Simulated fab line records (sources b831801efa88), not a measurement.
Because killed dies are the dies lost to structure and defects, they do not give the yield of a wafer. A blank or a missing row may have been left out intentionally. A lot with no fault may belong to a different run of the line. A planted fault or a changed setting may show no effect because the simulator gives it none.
fab line records | flow sky130
[record] lots = 6 | wafers = 18 | lastDay = 50
route steps=708 shown LDD_HVP@285 LDD_LDN@289 PAD_OPEN@708
lots untouched by any fault: they come from a run of this same line in which no faults occurred
startH: the number of hours between the record's first day and the start of the first shown wafer of the lot | waitH: how many hours have passed since the lot's step before this one | " same as the row above | L1.1+2: one row covering several wafers at once | - either no value or no given start | * or withheld: withheld | < > ~ a bound
route shown NAME@n: a module of which the file shows steps, and the number in the route of the first | usual: mean and standard deviation over wafers with no fault | same: alike in all rows | chamber/n: place in a boat | sites: each site's reading | _std_site: standard deviation of those values | _edge_site: inner sites' mean taken away from outer sites' mean | radiusMm: how far each site lies from the wafer's centre | mask NAME#n: copy n | behind: the most recent tool/chamber to have shaped the wafer | hold: cause of the lot's hold/its duration in hours/its outcome | device: the n, p or np transistor that did not switch | end of line: tests run on the same wafers once the route is complete | for a step that has no rows: nothing shown but its recipe | killed: the dies lost at the first sort to structure and to defects; this is not the yield of the wafer | map: the dies of a wafer, with x for killed, . for not killed, _ for no die there
set.NAME: the setting as run; set.NAME@STEP: as run at that earlier step | model.NAME: the simulator's own value behind a step, which no gauge read
lots at selected steps of the route; one table per step, one row per wafer
services: when a tool's chamber went out of use (startH, in hours from the record's first day, below 0 if earlier), for how many hours, and the reason
[[steps]]
[step SKY_LDD_HVP_OVL_MEAS_07]
[usual] LDD_HVP_OVL = -1.2/1.2
lot.wafer | tool       | chamber | startH | waitH | LDD_HVP_OVL[nm]
L838.2    | overlay-02 | -       | 487.15 | 0.1   | -0.7
L838.3    | "          | -       | "      | "     | -0.3
L838.4    | "          | -       | "      | "     | -1.1
L842.3    | overlay-01 | -       | 530.07 | 0.1   | -1.4
L842.4    | "          | -       | "      | "     | -0.4
L842.5    | "          | -       | "      | "     | 0.2
L851.2    | overlay-01 | -       | 620.25 | 0.1   | -1.5
L851.4    | "          | -       | "      | "     | -0.1
L851.6    | "          | -       | "      | "     | -4.3
L853.1    | overlay-01 | -       | 628.10 | 0.1   | -0.7
L853.3    | "          | -       | "      | "     | -1.9
L853.5    | "          | -       | "      | "     | -1.5
L855.1    | overlay-01 | -       | 640.89 | 0.1   | -0.8
L855.2    | "          | -       | "      | "     | 0.9
L855.3    | "          | -       | "      | "     | -1.1
L861.1    | overlay-01 | -       | 691.41 | 0.1   | -1.5
L861.3    | "          | -       | "      | "     | -2.3
L861.6    | "          | -       | "      | "     | -0.7
[step SKY_LDD_HVP_IMPLANT_08]
[recipe] species = B | energyKev = 20 | doseCm2 = 1.7e+13 | tiltDeg = 17.9
[step SKY_LDD_HVP_STRIP_09]
[recipe] chemistry = O2/N2 | powerW = 1400 | pressureMtorr = 1500 | platenTempC = withheld | o2FlowSccm = 3000 | n2FlowSccm = 300 | overashFraction = 0.5
[usual] chamberPressureMTorr = 1500.0/1.3 | drypumpMotorCurrentA = 5.7/0.53 | oesProductAu = 0.409/0.0042 | stripTimeToEndpointS = 4.142/0.011
[same] overashFraction = 0.5
lot.wafer | tool           | chamber | startH | waitH | chamberPressureMTorr | drypumpMotorCurrentA | oesProductAu | rfHoursCounterH | stripTimeToEndpointS
L838.2    | plasmaAsher-01 | 1       | 487.33 | 0.1   | 1499.1               | 4.9                  | 0.403        | 37              | 4.162
L838.3    | "              | 1       | "      | "     | 1499.1               | 5.0                  | 0.408        | -               | 4.125
L838.4    | "              | 0       | "      | "     | 1500.6               | 6.6                  | 0.407        | -               | 4.129
L842.3    | plasmaAsher-01 | 1       | 530.28 | 0.1   | 1499.4               | 4.9                  | 0.418        | -               | 4.134
L842.4    | "              | 0       | "      | "     | 1500.2               | 6.6                  | 0.404        | -               | 4.131
L842.5    | "              | 1       | "      | "     | 1500.6               | 4.9                  | 0.412        | -               | 4.144
L851.2    | plasmaAsher-01 | 0       | 620.43 | 0.1   | 1501.8               | 6.5                  | 0.408        | 48              | 4.134
L851.4    | "              | 0       | "      | "     | 1500.0               | 6.6                  | 0.411        | -               | 4.143
L851.6    | "              | 0       | "      | "     | 1499.1               | 6.5                  | 0.411        | -               | 4.164
L853.1    | plasmaAsher-02 | 0       | 628.28 | 0.1   | 1499.3               | 5.9                  | 0.414        | 82              | 4.122
L853.3    | "              | 0       | "      | "     | 1499.0               | 5.9                  | 0.407        | -               | 4.155
L853.5    | "              | 1       | "      | "     | 1501.7               | 6.2                  | 0.407        | -               | 4.157
L855.1    | plasmaAsher-01 | 0       | 641.08 | 0.1   | 1500.4               | 6.6                  | 0.401        | 50              | 4.132
L855.2    | "              | 1       | "      | "     | 1499.7               | 4.9                  | 0.408        | 50              | 4.145
L855.3    | "              | 0       | "      | "     | 1499.5               | 6.6                  | 0.409        | -               | 4.147
L861.1    | plasmaAsher-01 | 0       | 691.60 | 0.1   | 1498.0               | 6.5                  | 0.408        | 55              | 4.139
L861.3    | "              | 1       | "      | "     | 1499.7               | 5.0                  | 0.412        | -               | 4.150
L861.6    | "              | 0       | "      | "     | 1500.6               | 6.5                  | 0.409        | -               | 4.144
[step SKY_LDD_HVP_TW_MEAS_10]
[usual] LDD_HVP_TW = 451/3.9
lot.wafer | tool         | chamber | startH | waitH | LDD_HVP_TW
L838.2    | filmMetro-02 | -       | 487.44 | 0.1   | 450
L838.3    | "            | -       | "      | "     | 449
L838.4    | "            | -       | "      | "     | 452
L842.3    | filmMetro-01 | -       | 530.37 | 0.1   | 451
L842.4    | "            | -       | "      | "     | 451
L842.5    | "            | -       | "      | "     | 450
L851.2    | filmMetro-01 | -       | 620.54 | 0.1   | 448
L851.4    | "            | -       | "      | "     | 449
L851.6    | "            | -       | "      | "     | 450
L853.1    | filmMetro-04 | -       | 628.38 | 0.1   | 458
L853.3    | "            | -       | "      | "     | 458
L853.5    | "            | -       | "      | "     | 458
L855.1    | filmMetro-01 | -       | 641.18 | 0.1   | 450
L855.2    | "            | -       | "      | "     | 449
L855.3    | "            | -       | "      | "     | 450
L861.1    | filmMetro-02 | -       | 691.70 | 0.1   | 451
L861.3    | "            | -       | "      | "     | 448
L861.6    | "            | -       | "      | "     | 448
[step SKY_LDD_LDN_DEHYDRATE_00]
[recipe] tempC = 200 | timeS = 60
[step SKY_LDD_LDN_HMDS_01]
[recipe] primeTimeS = 60 | primeTempC = 120
[step SKY_LDD_LDN_COAT_02]
[recipe] resist = NOVOLAK | spinRpm = 3000 | resistThkNm = 1140
[step SKY_LDD_LDN_SOFTBAKE_03]
[recipe] tempC = 90 | timeS = 60 | resist = NOVOLAK
[step SKY_LDD_LDN_EXPOSE_04]
[recipe] maskId = LDNTM | na = 0.6 | sourceShape = conventional | sigmaOuter = 0.6 | polarization = unpolarized | targetCdNm = 700 | doseMj = 140
[step SKY_LDD_LDN_PEB_05]
[recipe] tempC = withheld | timeS = * | resist = NOVOLAK
[step SKY_LDD_LDN_DEVELOP_06]
[recipe] resist = NOVOLAK | developer = TMAH | developTimeS = 60 | devTempC = 23
[step SKY_LDD_LDN_OVL_MEAS_07]
[usual] LDD_LDN_OVL = -0.3/1.4
lot.wafer | tool       | chamber | startH | waitH | LDD_LDN_OVL[nm]
L838.2    | overlay-01 | -       | 519.55 | 0.1   | -1.5
L838.3    | "          | -       | "      | "     | -1.9
L838.4    | "          | -       | "      | "     | -1.4
L842.3    | overlay-02 | -       | 560.01 | 0.1   | 1.4
L842.4    | "          | -       | "      | "     | -0.9
L842.5    | "          | -       | "      | "     | -1.6
L851.2    | overlay-02 | -       | 649.35 | 0.1   | 0.9
L851.4    | "          | -       | "      | "     | 2.0
L851.6    | "          | -       | "      | "     | 2.6
L853.1    | overlay-02 | -       | 656.85 | 0.1   | -1.7
L853.3    | "          | -       | "      | "     | 0.2
L853.5    | "          | -       | "      | "     | -1.6
L855.1    | overlay-01 | -       | 669.00 | 0.1   | -1.2
L855.2    | "          | -       | "      | "     | -0.7
L855.3    | "          | -       | "      | "     | -2.7
L861.1    | overlay-02 | -       | 718.45 | 0.1   | 0.3
L861.3    | "          | -       | "      | "     | 0.2
L861.6    | "          | -       | "      | "     | 1.3
[step SKY_LDD_LDN_IMPLANT_08]
[recipe] species = As | energyKev = 15 | doseCm2 = 1.25e+13 | tiltDeg = withheld | rotationDeg = 23
[usual] doseIonsCm2 = 1.25e+13/1.5e+10 | faradayCurrentUA = 70.6/1.5
[same] implantIonAmu = 75
lot.wafer | tool         | chamber | startH | waitH | doseIonsCm2 | faradayCurrentUA
L838.2    | implanter-01 | 0       | 519.61 | 0.0   | 1.2475e+13  | 73.9
L838.3    | "            | 0       | "      | "     | 1.2492e+13  | 71.3
L838.4    | "            | 0       | "      | "     | 1.2486e+13  | 69.4
L842.3    | implanter-03 | 0       | 560.08 | 0.1   | 1.2509e+13  | 70.6
L842.4    | "            | 0       | "      | "     | 1.2513e+13  | 71.2
L842.5    | "            | 0       | "      | "     | 1.2491e+13  | 69.9
L851.2    | implanter-03 | 0       | 649.40 | 0.0   | 3.749e+12   | 21.4
L851.4    | "            | 0       | "      | "     | 3.735e+12   | 21.6
L851.6    | "            | 0       | "      | "     | 3.745e+12   | 20.7
L853.1    | implanter-03 | 0       | 656.88 | 0.0   | 3.738e+12   | 21.4
L853.3    | "            | 0       | "      | "     | 3.745e+12   | 20.5
L853.5    | "            | 0       | "      | "     | 3.721e+12   | 21.4
L855.1    | implanter-02 | 0       | 669.03 | 0.0   | 1.2528e+13  | 70.2
L855.2    | "            | 0       | "      | "     | 1.2503e+13  | 70.6
L855.3    | "            | 0       | "      | "     | 1.2545e+13  | 69.6
L861.1    | implanter-02 | 0       | 718.48 | 0.0   | 1.2513e+13  | 71.1
L861.3    | "            | 0       | "      | "     | 1.2514e+13  | 69.2
L861.6    | "            | 0       | "      | "     | 1.2515e+13  | 69.9
[step SKY_LDD_LDN_IMPLANT_09]
[recipe] species = As | energyKev = 15 | doseCm2 = 1.25e+13 | tiltDeg = withheld | rotationDeg = 113
[step SKY_LDD_LDN_IMPLANT_10]
[recipe] species = As | energyKev = 15 | doseCm2 = 1.25e+13 | tiltDeg = withheld | rotationDeg = 203
[step SKY_LDD_LDN_IMPLANT_11]
[recipe] species = As | energyKev = 15 | doseCm2 = 1.25e+13 | tiltDeg = withheld | rotationDeg = 293
[step SKY_LDD_LDN_STRIP_12]
[recipe] chemistry = O2/N2 | powerW = 1400 | pressureMtorr = 1500 | platenTempC = withheld | o2FlowSccm = 3000 | n2FlowSccm = 300 | overashFraction = 0.5
[usual] chamberPressureMTorr = 1499.9/1.5 | drypumpMotorCurrentA = 5.8/0.6 | oesProductAu = 0.716/0.0045 | stripTimeToEndpointS = 14.20/0.038
[same] overashFraction = 0.5
lot.wafer | tool           | chamber | startH | waitH | chamberPressureMTorr | drypumpMotorCurrentA | oesProductAu | rfHoursCounterH | stripTimeToEndpointS
L838.2    | plasmaAsher-04 | 1       | 520.22 | 0.1   | 1500.5               | 5.5                  | 0.722        | 82              | 14.22
L838.3    | "              | 1       | "      | "     | 1498.7               | 5.5                  | 0.721        | -               | 14.20
L838.4    | "              | 0       | "      | "     | 1504.7               | 5.3                  | 0.718        | -               | 14.25
L842.3    | plasmaAsher-03 | 0       | 560.67 | 0.1   | 1501.5               | 6.1                  | 0.715        | -               | 14.16
L842.4    | "              | 1       | "      | "     | 1499.5               | 6.6                  | 0.716        | -               | 14.16
L842.5    | "              | 0       | "      | "     | 1498.1               | 6.1                  | 0.720        | -               | 14.15
L851.2    | plasmaAsher-01 | 1       | 649.98 | 0.1   | 1499.6               | 4.9                  | 0.718        | 50              | 14.25
L851.4    | "              | 1       | "      | "     | 1499.0               | 4.9                  | 0.710        | -               | 14.21
L851.6    | "              | 0       | "      | "     | 1500.9               | 6.5                  | 0.709        | -               | 14.25
L853.1    | plasmaAsher-04 | 1       | 657.48 | 0.1   | 1498.9               | 5.5                  | 0.709        | 97              | 14.21
L853.3    | "              | 1       | "      | "     | 1501.7               | 5.4                  | 0.710        | -               | 14.14
L853.5    | "              | 0       | "      | "     | 1499.1               | 5.3                  | 0.710        | -               | 14.21
L855.1    | plasmaAsher-04 | 0       | 669.63 | 0.1   | 1498.8               | 5.3                  | 0.709        | 98              | 14.14
L855.2    | "              | 1       | "      | "     | 1500.5               | 5.5                  | 0.709        | 98              | 14.17
L855.3    | "              | 1       | "      | "     | 1500.5               | 5.5                  | 0.716        | -               | 14.10
L861.1    | plasmaAsher-03 | 1       | 719.08 | 0.1   | 1498.7               | 6.7                  | 0.720        | 30              | 14.20
L861.3    | "              | 0       | "      | "     | 1500.2               | 6.1                  | 0.718        | -               | 14.25
L861.6    | "              | 0       | "      | "     | 1500.8               | 6.0                  | 0.713        | -               | 14.22
[step SKY_LDD_LDN_TW_MEAS_13]
[usual] LDD_LDN_TW = 1465/15
lot.wafer | tool         | chamber | startH | waitH | LDD_LDN_TW
L838.2    | filmMetro-01 | -       | 520.33 | 0.1   | 1454
L838.3    | "            | -       | "      | "     | 1461
L838.4    | "            | -       | "      | "     | 1468
L842.3    | filmMetro-01 | -       | 560.75 | 0.1   | 1465
L842.4    | "            | -       | "      | "     | 1462
L842.5    | "            | -       | "      | "     | 1462
L851.2    | filmMetro-01 | -       | 650.09 | 0.1   | 1369
L851.4    | "            | -       | "      | "     | 1367
L851.6    | "            | -       | "      | "     | 1375
L853.1    | filmMetro-02 | -       | 657.58 | 0.1   | 1374
L853.3    | "            | -       | "      | "     | 1365
L853.5    | "            | -       | "      | "     | 1367
L855.1    | filmMetro-01 | -       | 669.73 | 0.1   | 1453
L855.2    | "            | -       | "      | "     | 1453
L855.3    | "            | -       | "      | "     | 1457
L861.1    | filmMetro-02 | -       | 719.18 | 0.1   | 1454
L861.3    | "            | -       | "      | "     | 1459
L861.6    | "            | -       | "      | "     | 1460
[step SKY_LDD_LDN_CLEAN_14]
[recipe] chemistry = SC1/SC2 | mix = 1:4:20 | tempC = 70 | timeS = 150 | dry = n2Spin
[step SKY_PAD_OPEN_PROBE_99]
[usual] killed_at_M0_to_M3 = 45/7.3 | killed_at_M4_up = 3.1/1.7 | killedAtContacts = 25/5.1 | killedAtFrontEnd = 15/4.5 | killedAtOther = 0.3/0.56 | killedDies = 88/9.4 | killedOpen = 47/6.6 | killedShort = 40/6.9
[same] grossDies = 492 | killedAtBackSide = 0
lot.wafer | tool      | chamber | startH  | waitH | killed_at_M0_to_M3 | killed_at_M4_up | killedAtContacts | killedAtFrontEnd | killedAtOther | killedDies | killedOpen | killedShort | model.etest.tipSonos.rsOhmSq
L838.2    | prober-02 | -       | 1068.66 | 0.1   | 59                 | 4               | 31               | 9                | 0             | 103        | 63         | 40          | 2787
L838.3    | prober-02 | -       | 1068.71 | 0.2   | 38                 | 5               | 18               | 10               | 0             | 71         | 38         | 32          | 2814
L838.4    | prober-02 | -       | 1068.76 | 0.2   | 37                 | 4               | 19               | 13               | 2             | 75         | 38         | 35          | 2803
L842.3    | prober-02 | -       | 1095.12 | 0.2   | 36                 | 1               | 21               | 18               | 0             | 76         | 39         | 37          | 2669
L842.4    | prober-02 | -       | 1095.17 | 0.2   | 52                 | 1               | 29               | 8                | 0             | 90         | 56         | 34          | 2689
L842.5    | prober-02 | -       | 1095.22 | 0.2   | 49                 | 3               | 26               | 10               | 0             | 88         | 43         | 45          | 2658
L851.2    | prober-01 | -       | 1157.90 | 0.1   | 43                 | 2               | 17               | 23               | 0             | 85         | 43         | 42          | 2896
L851.4    | prober-01 | -       | 1158.00 | 0.2   | 47                 | 2               | 23               | 17               | 0             | 89         | 57         | 32          | 2873
L851.6    | prober-01 | -       | 1158.10 | 0.2   | 43                 | 0               | 25               | 12               | 0             | 80         | 43         | 37          | 2896
L853.1    | prober-02 | -       | 1163.61 | 0.1   | 46                 | 2               | 16               | 15               | 0             | 79         | 36         | 43          | 2947
L853.3    | prober-02 | -       | 1163.71 | 0.2   | 37                 | 4               | 33               | 17               | 0             | 91         | 48         | 43          | 2953
L853.5    | prober-02 | -       | 1163.81 | 0.2   | 31                 | 4               | 29               | 14               | 0             | 78         | 42         | 36          | 3021
L855.1    | prober-02 | -       | 1168.82 | 0.1   | 37                 | 4               | 22               | 16               | 0             | 79         | 48         | 31          | 2671
L855.2    | prober-02 | -       | 1168.87 | 0.1   | 49                 | 3               | 22               | 9                | 0             | 83         | 51         | 32          | 2631
L855.3    | prober-02 | -       | 1168.92 | 0.2   | 39                 | 2               | 29               | 17               | 0             | 87         | 53         | 34          | 2650
L861.1    | prober-02 | -       | 1198.12 | 0.1   | 39                 | 1               | 23               | 18               | 0             | 81         | 44         | 36          | 2555
L861.3    | prober-02 | -       | 1198.22 | 0.2   | 46                 | 1               | 20               | 18               | 0             | 85         | 39         | 46          | 2558
L861.6    | prober-02 | -       | 1198.37 | 0.2   | 38                 | 5               | 24               | 22               | 0             | 89         | 48         | 40          | 2565
// killed by level:class
L838.2 CONTACT:geometricParticle:open=13 VIA2:geometricParticle:open=13 VIA1:geometricParticle:open=12 LI_CONTACT:geometricParticle:open=8 VIA3:geometricParticle:open=8 METAL1:geometricParticle:short=6 VIA3:geometricParticle:short=5 METAL2:geometricParticle:short=5
L838.3 LI_CONTACT:geometricParticle:open=7 VIA1:geometricParticle:open=7 VIA2:geometricParticle:open=6 CONTACT:geometricParticle:open=5 VIA1:geometricParticle:short=4 METAL1:geometricParticle:short=4 VIA2:geometricParticle:short=4 VIA3:geometricParticle:open=4
L838.4 VIA1:geometricParticle:open=9 VIA2:geometricParticle:open=8 CONTACT:geometricParticle:open=6 LI_CONTACT:geometricParticle:short=5 POLY_GATE:geometricParticle:open=4 METAL2:geometricParticle:short=4 FIELD_ISO:geometricParticle:short=3 POLY_GATE:geometricParticle:short=3
L842.3 VIA3:geometricParticle:open=9 CONTACT:geometricParticle:open=8 FIELD_ISO:geometricParticle:short=7 METAL2:geometricParticle:short=6 LI_CONTACT:geometricParticle:open=5 CONTACT:geometricParticle:short=5 METAL1:geometricParticle:short=4 POLY_GATE:geometricParticle:short=3
L842.4 CONTACT:geometricParticle:open=12 VIA3:geometricParticle:open=12 VIA2:geometricParticle:open=8 LI_CONTACT:geometricParticle:open=7 VIA1:geometricParticle:short=7 VIA1:geometricParticle:open=6 METAL2:geometricParticle:short=5 CONTACT:geometricParticle:short=5
L842.5 CONTACT:geometricParticle:open=11 VIA1:geometricParticle:open=11 METAL2:geometricParticle:short=9 CONTACT:geometricParticle:short=7 VIA3:geometricParticle:open=7 VIA1:geometricParticle:short=6 VIA3:geometricParticle:short=6 FIELD_ISO:geometricParticle:short=4
L851.2 VIA1:geometricParticle:open=10 VIA1:geometricParticle:short=6 LI_CONTACT:geometricParticle:open=6 FIELD_ISO:geometricParticle:open=5 METAL3:geometricParticle:short=5 POLY_GATE:geometricParticle:open=4 POLY_GATE:geometricParticle:short=4 SPACER:geometricParticle:short=4
L851.4 VIA1:geometricParticle:open=11 CONTACT:geometricParticle:open=10 VIA3:geometricParticle:open=10 VIA1:geometricParticle:short=6 VIA2:geometricParticle:open=6 LI_CONTACT:geometricParticle:open=5 FIELD_ISO:geometricParticle:short=4 LI_CONTACT:geometricParticle:short=4
L851.6 VIA1:geometricParticle:open=10 CONTACT:geometricParticle:open=9 VIA2:geometricParticle:open=7 METAL1:geometricParticle:short=7 VIA1:geometricParticle:short=6 FIELD_ISO:geometricParticle:open=5 LOCAL_INTERCONNECT:geometricParticle:short=5 LI_CONTACT:geometricParticle:open=4
L853.1 VIA1:geometricParticle:open=12 POLY_GATE:geometricParticle:short=9 METAL2:geometricParticle:short=8 VIA2:geometricParticle:open=6 LI_CONTACT:geometricParticle:open=4 CONTACT:geometricParticle:open=4 VIA1:geometricParticle:short=4 VIA3:geometricParticle:short=4
L853.3 LI_CONTACT:geometricParticle:open=10 CONTACT:geometricParticle:open=9 VIA1:geometricParticle:open=8 FIELD_ISO:geometricParticle:short=6 CONTACT:geometricParticle:short=6 LOCAL_INTERCONNECT:geometricParticle:short=5 VIA2:geometricParticle:open=5 POLY_GATE:geometricParticle:open=4
L853.5 CONTACT:geometricParticle:open=9 LI_CONTACT:geometricParticle:open=8 VIA1:geometricParticle:open=6 LOCAL_INTERCONNECT:geometricParticle:short=5 METAL1:geometricParticle:short=5 CONTACT:geometricParticle:short=4 FIELD_ISO:geometricParticle:short=3 POLY_GATE:geometricParticle:open=3
L855.1 LI_CONTACT:geometricParticle:open=10 VIA3:geometricParticle:open=8 CONTACT:geometricParticle:open=6 VIA1:geometricParticle:short=6 VIA2:geometricParticle:open=5 VIA1:geometricParticle:open=5 POLY_GATE:geometricParticle:open=4 POLY_GATE:geometricParticle:short=4
L855.2 VIA1:geometricParticle:open=13 LI_CONTACT:geometricParticle:open=8 CONTACT:geometricParticle:open=8 VIA2:geometricParticle:open=6 VIA3:geometricParticle:open=5 METAL1:geometricParticle:short=4 VIA3:geometricParticle:short=4 FIELD_ISO:geometricParticle:open=3
L855.3 VIA1:geometricParticle:open=11 LI_CONTACT:geometricParticle:open=10 CONTACT:geometricParticle:open=9 VIA3:geometricParticle:open=7 FIELD_ISO:geometricParticle:short=6 FIELD_ISO:geometricParticle:open=5 VIA1:geometricParticle:short=4 LOCAL_INTERCONNECT:geometricParticle:short=4
L861.1 VIA1:geometricParticle:open=10 CONTACT:geometricParticle:open=8 FIELD_ISO:geometricParticle:short=6 VIA2:geometricParticle:open=6 LI_CONTACT:geometricParticle:open=5 VIA3:geometricParticle:open=5 CONTACT:geometricParticle:short=4 VIA1:geometricParticle:short=4
L861.3 VIA1:geometricParticle:open=12 METAL2:geometricParticle:short=7 VIA1:geometricParticle:short=7 CONTACT:geometricParticle:open=6 METAL1:geometricParticle:short=6 LI_CONTACT:geometricParticle:open=5 FIELD_ISO:geometricParticle:short=4 POLY_GATE:geometricParticle:short=4
L861.6 VIA1:geometricParticle:open=9 LI_CONTACT:geometricParticle:open=8 POLY_GATE:geometricParticle:open=7 LOCAL_INTERCONNECT:geometricParticle:short=7 VIA3:geometricParticle:open=7 METAL1:geometricParticle:short=5 VIA2:geometricParticle:open=5 VIA1:geometricParticle:short=4
[[services]]
tool           | chamber | startH | hours | kind
implanter-03   | -       | 468.35 | 5.9   | pm
implanter-01   | -       | 499.08 | 0.6   | repair
implanter-02   | -       | 533.06 | 2.0   | repair
plasmaAsher-01 | -       | 565.19 | 33.9  | repair
plasmaAsher-02 | -       | 577.86 | 1.5   | repair
plasmaAsher-04 | -       | 617.20 | 2.8   | pm
plasmaAsher-03 | -       | 637.83 | 1.7   | repair
plasmaAsher-04 | -       | 683.06 | 0.6   | repair
implanter-01   | -       | 687.40 | 9.1   | repair
implanter-03   | -       | 691.73 | 2.8   | repair
plasmaAsher-03 | -       | 710.13 | 1.7   | repair
[[key]]
[firstSign] step = SKY_LDD_LDN_IMPLANT_08 | reading = doseIonsCm2 | direction = down | sigmas = 99+ | usual = * | struck = *
[effect] step = SKY_LDD_LDN_IMPLANT_08 | reading = faradayCurrentUA | direction = down | sigmas = 34 | usual = 70.6 | struck = 21.2
[effect] step = SKY_LDD_LDN_TW_MEAS_13 | reading = LDD_LDN_TW | direction = down | sigmas = 6.2 | usual = 1465 | struck = 1370
[modelEffect] step = SKY_PAD_OPEN_PROBE_99 | value = etest.tipSonos.rsOhmSq | without = 2659 | struck = 2931
metAt SKY_LDD_LDN_IMPLANT_08
struckWafers L851.2,L851.4,L851.6,L853.1,L853.3,L853.5
testerLeftOut L851,L853
onsetBetween 560.08 649.40
[fault] kind = processParameterDrift | tool = implanter-03 | chamber = - | onsetH = 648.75 | steps = SKY_LDD_LDN_IMPLANT_08 | channel = doseCm2 | offset = * | shape = step | endH = 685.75 | actsIn = * | stated = *
// testerLeftOut: of these lots the tester's yield and bins aren't shown, on N5 and GAA mostly nor the transistor test; their killed dies are dies lost to structure and defects alone, not to doping, threshold or leakage, so they don't give the yield
